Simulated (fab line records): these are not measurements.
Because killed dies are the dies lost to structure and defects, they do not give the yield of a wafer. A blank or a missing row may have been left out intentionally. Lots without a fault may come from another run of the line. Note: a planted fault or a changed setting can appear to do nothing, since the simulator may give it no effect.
A lot that was struck, set against a sound lot || flow sfq_line || 29 out of 325 route steps
Sound: these wafers, L487.1, L487.4, L487.5. Wafers L482.2, L482.3, L482.5 were the ones struck. The cause is given at the end.
For every step that has rows: the tool of each side, followed by ch and its chambers, followed by its first start. Under that, the readings that differ: sound wafers || struck wafers || difference of the means || sigmas: that difference in standard deviations of wafers without a fault.
alike: readings with means less than 2 such deviations apart, plus words and numbers identical on both sides. not compared: withheld readings, readings lacking a value on some wafer, bounds such as >300 that could conceal the same value, and numbers that have no deviation in the record and whose values overlap.
Wherever a step has rows on one side only, a row that says differs or no value, or a row with sigmas, the two part there. When numbers do not overlap yet have no deviation, they are printed without sigmas and do not part them. Lack of a reading on every wafer of one side parts them only where that side has two or more wafers.

first, 2 steps without rows for these wafers: SFQ_TRILAYER_L0_VIA_STRIP_SOLV_CLEAN_018 (cleans in NMP, time 600 s); SFQ_TRILAYER_M0_DEP_PRE_CLEAN_020 (time 15 s).
SFQ_TRILAYER_M0_DEP_SPUTTER_019: material Nb, target thk 200 nm, time 137.7 s.
  sound: pvd_sputter-05 at day 13 01:52; struck: pvd_sputter-03 at day 11 06:32
  alike: throttle_valve_pct
SFQ_M0_RS_MEAS_904: uses a four-point probe to measure.
  sound: film_metro-01 at day 13 01:58; struck: film_metro-01 at day 11 06:40
  alike: M0_NB_RS
then, 6 steps without rows for these wafers: SFQ_TRILAYER_M0_LITHO_COAT_026 (resist thk 62 nm); SFQ_TRILAYER_M0_LITHO_COAT_021 (resist thk 600 nm); SFQ_TRILAYER_M0_LITHO_SOFTBAKE_025; SFQ_TRILAYER_M0_LITHO_EXPOSE_022 (exposes mask M0, target cd 500 nm); SFQ_TRILAYER_M0_LITHO_PEB_024 (peb time 60 s); SFQ_TRILAYER_M0_LITHO_DEVELOP_023 (time 60 s).
-- the record jumps here: 5 days lie between the struck wafers' starts before and after --
SFQ_M0_OVL_MEAS_906:
  sound: overlay-01 at day 18 08:35; struck: overlay-02 at day 16 10:52
  alike: M0_OVL
SFQ_TRILAYER_M0_BARC_OPEN_METAL_ETCH_031: etches BARC in O2, target depth 125 nm, time 41.7 s.
  sound on rie_metal-04 ch 0,1, day 18 08:37; struck on rie_metal-02 ch 0, day 16 10:55
  no value came back on the struck wafers for bias_w (W), chamber_pressure_mTorr (mTorr), drypump_motor_current_A (A), oes_product_au (a.u.); on the sound wafers bias_w (W) reads 80.39 79.88 80.08
{"reading": "model.KrF_of_TRILAYER_M0_LITHO_COAT_021.thk_nm (nm)", "sound": "525.9 524.2 524.1", "struck": "575.5 574.8 573.2", "difference": "+49.8", "sigmas": ""}
  not compared: rf_hours_counter_h
SFQ_TRILAYER_M0_ETCH_METAL_ETCH_024: etches Nb in Cl2/Ar, stops on SiO2, target depth 240 nm, time 120 s.
  sound on rie_metal-04 ch 0,1, day 18 08:41; struck on rie_metal-02 ch 0, day 16 11:04
{"reading": "drypump_motor_current_A (A)", "sound": "5.5 5.8 5.5", "struck": "6.7 6.7 6.7", "difference": "+1.1", "sigmas": "+3"}
{"reading": "oes_product_au (a.u.)", "sound": "0.911 0.913 0.913", "struck": "0.377 0.374 0.380", "difference": -0.535, "sigmas": -72}
{"reading": "model.KrF_of_TRILAYER_M0_LITHO_COAT_021.thk_nm (nm)", "sound": "387.3 386.1 384.2", "struck": "437.8 437.5 436.4", "difference": "+51.4", "sigmas": ""}
  alike: bias_w, chamber_pressure_mTorr
  not compared: rf_hours_counter_h
SFQ_TRILAYER_M0_STRIP_STRIP_025: strips in O2.
  sound on rie_metal-04 ch 0,1, day 18 08:49; struck on rie_metal-02 ch 0, day 16 11:28
{"reading": "drypump_motor_current_A (A)", "sound": "5.5 5.8 5.5", "struck": "6.7 6.7 6.7", "difference": "+1.1", "sigmas": "+3"}
  alike: oes_product_au
  not compared: rf_hours_counter_h
then, 1 step without rows for these wafers: SFQ_TRILAYER_M0_STRIP_SOLV_CLEAN_026 (cleans in NMP, time 600 s).
SFQ_TRILAYER_I0_DEP_PECVD_027: deposits SiO2 from SiH4/N2O, time 111.11 s, target thk 500 nm.
  sound on pecvd-03 ch 0,1, day 18 09:35; struck on pecvd-04 ch 0,1,2, day 16 12:38
  alike: heater_power_w, showerhead_vpp_V, throttle_valve_pct
SFQ_TRILAYER_I0_CMP_CMP_028: polishes SiO2.
  sound on cmp-01 ch 0,1,3, day 18 10:10; struck on cmp-01 ch 1,3, day 16 19:30
  alike: edge_zone_pressure_frac, motor_current_A, platen_rpm, time_to_endpoint_s
SFQ_I0_BOW_MEAS_907:
  sound: film_metro-01 at day 18 12:40; struck: film_metro-04 at day 16 22:01
  alike: I0_BOW
then, 4 steps without rows for these wafers: SFQ_TRILAYER_I0_METRO_MEASURE_029; SFQ_TRILAYER_I0_VIA_LITHO_COAT_036 (resist thk 62 nm); SFQ_TRILAYER_I0_VIA_LITHO_COAT_031 (resist thk 650 nm); SFQ_TRILAYER_I0_VIA_LITHO_SOFTBAKE_035.
-- the record jumps here: 5 days lie between the struck wafers' starts before and after --
SFQ_TRILAYER_I0_VIA_LITHO_EXPOSE_032: exposes mask I0, target cd 500 nm.
  struck on krf_scanner-02, day 22 08:48; sound on krf_scanner-02 ch 0, day 22 14:36
  no value came back on the struck wafers for exposure_dose_mJ_cm2, focus_offset_nm (nm); on the sound wafers exposure_dose_mJ_cm2 reads 21.291 21.334 21.323
  alike: mask
then, 2 steps without rows for these wafers: SFQ_TRILAYER_I0_VIA_LITHO_PEB_034 (peb time 60 s); SFQ_TRILAYER_I0_VIA_LITHO_DEVELOP_033 (time 60 s).
SFQ_I0_OVL_MEAS_908:
  sound: overlay-01 at day 22 16:06; struck: overlay-01 at day 22 10:06
{"reading": "I0_OVL (nm)", "sound": "-3 6 -2", "struck": "- - -", "difference": "no value on the struck wafers", "sigmas": ""}
then, 1 step without rows for these wafers: SFQ_TRILAYER_I0_VIA_BARC_OPEN_VIA_ETCH_046 (etches BARC in O2, target depth 125 nm, time 41.7 s).
SFQ_TRILAYER_I0_VIA_ETCH_VIA_ETCH_034: etches SiO2 in CHF3, stops on Nb, target depth 260 nm.
  sound on rie_diel-04 ch 1,2,3, day 22 16:10; struck on rie_diel-04 ch 1,2, day 22 10:10
{"reading": "oes_product_au (a.u.)", "sound": "0.861 0.852 0.861", "struck": "0.379 0.378 0.380", "difference": -0.479, "sigmas": -92}
  alike: bias_w, chamber_pressure_mTorr, drypump_motor_current_A
SFQ_TRILAYER_I0_VIA_STRIP_STRIP_035: strips in O2.
  sound on rie_metal-01 ch 0,1, day 22 16:17; struck on rie_metal-01 ch 0,1, day 22 10:17
  alike: drypump_motor_current_A, oes_product_au
  not compared: rf_hours_counter_h

## WHERE THEY PART
Earliest at SFQ_TRILAYER_M0_BARC_OPEN_METAL_ETCH_031; latest, in this record, at SFQ_TRILAYER_I0_VIA_ETCH_VIA_ETCH_034. Later steps at which nothing parts them and some readings are alike: SFQ_TRILAYER_I0_VIA_STRIP_STRIP_035.

WHY: what had been put in by the simulator
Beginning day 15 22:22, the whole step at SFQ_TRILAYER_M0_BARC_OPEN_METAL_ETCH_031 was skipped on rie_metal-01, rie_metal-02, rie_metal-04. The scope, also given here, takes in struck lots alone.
